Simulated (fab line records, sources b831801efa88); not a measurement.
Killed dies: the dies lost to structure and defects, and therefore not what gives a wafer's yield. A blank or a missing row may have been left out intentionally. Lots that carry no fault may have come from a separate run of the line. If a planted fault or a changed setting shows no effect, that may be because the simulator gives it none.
Comparing a struck lot with a sound one / flow gf180mcu / 16 steps out of a route of 602
Sound: these wafers, L459.1, L459.2, L459.6. Wafers L453.2, L453.3, L453.5 were the ones struck. The cause comes at the end.
For every step that has rows: the tool of each side, followed by ch and its chambers, followed by its first start. Under that, the readings that differ: sound wafers / struck wafers / difference of the means / sigmas: that difference in standard deviations of wafers without a fault.
alike: a reading whose means differ by less than 2 such deviations, as well as words and numbers matching on both sides. not compared: withheld readings; readings where some wafer has no value; bounds like >300 that might hide an equal value; numbers whose values overlap and for which the record gives no deviation.
The two part at a step that has a row with sigmas, a row that says differs or no value, or rows on one side only. Numbers that have no deviation but don't overlap get no sigmas and don't part them. A reading that every wafer of one side lacks parts them only if that side has two wafers or more.

first, 1 step without rows for these wafers: GF_HV_LDD_IMPLANT_36.
GF_HV_LDD_STRIP_37: strips in O2/N2.
  sound on plasma-asher-03 ch 0,1, day 18 04:23; struck on plasma-asher-02 ch 0,1, day 16 03:41
  alike: drypump-motor-current-A, heater-power-w, n2-flow-sccm, oes-product-au, platen-temp-c, strip-time-to-endpoint-s
  not compared: rf-hours-counter-h
GF_HV_LDD_TW_MEAS_38:
  sound on film-metro-03 at day 18 04:29; struck on film-metro-04 at day 16 03:47
  alike: HV_LDD_3_TW
then, 7 steps without rows for these wafers: GF_HV_LDD_DEHYDRATE_39 (time 60 s); GF_HV_LDD_HMDS_40 (prime time 60 s); GF_HV_LDD_COAT_41 (resist thk 1000 nm); GF_HV_LDD_SOFTBAKE_42 (time 60 s); GF_HV_LDD_EXPOSE_43 (exposes mask Pplus HV AREA, target cd 400 nm); GF_HV_LDD_PEB_44; GF_HV_LDD_DEVELOP_45 (develop time 60 s).
GF_HV_LDD_CD_MEAS_46: target cd 400 nm.
  sound on cd-sem-02 at day 19 04:17; struck on cd-sem-02 at day 17 01:49
  alike: cd-nm
GF_HV_LDD_OVL_MEAS_47:
  sound on overlay-01 at day 19 04:24; struck on overlay-02 at day 17 01:56
  alike: HV_LDD_03_OVL
GF_HV_LDD_IMPLANT_48:
  sound on implanter-02 ch 0, day 19 04:26; struck on implanter-04, day 17 01:59
  no value came back on the struck wafers for beam-energy-keV, beam-on-s (s); on the sound wafers beam-energy-keV reads 25.005 25.005 25.009
GF_HV_LDD_STRIP_49: strips in O2/N2.
  sound on plasma-asher-02 ch 0,1, day 19 04:35; struck on plasma-asher-04 ch 0,1, day 17 02:07
  alike: drypump-motor-current-A, heater-power-w, n2-flow-sccm, oes-product-au, platen-temp-c, strip-time-to-endpoint-s
  not compared: rf-hours-counter-h
GF_HV_LDD_TW_MEAS_50:
  sound on film-metro-03 at day 19 04:41; struck on film-metro-01 at day 17 02:13
reading=HV_LDD_4_TW; sound=570 569 565; struck=30 30 30; difference=-538; sigmas=-99 or more
then, 1 step without rows for these wafers: GF_HV_LDD_CLEAN_51 (cleans in SC1/SC2, time 150 s).

WHERE THEY PART
Earliest at GF_HV_LDD_IMPLANT_48; latest, in this record, at GF_HV_LDD_TW_MEAS_50.

WHY: whatever the simulator had introduced
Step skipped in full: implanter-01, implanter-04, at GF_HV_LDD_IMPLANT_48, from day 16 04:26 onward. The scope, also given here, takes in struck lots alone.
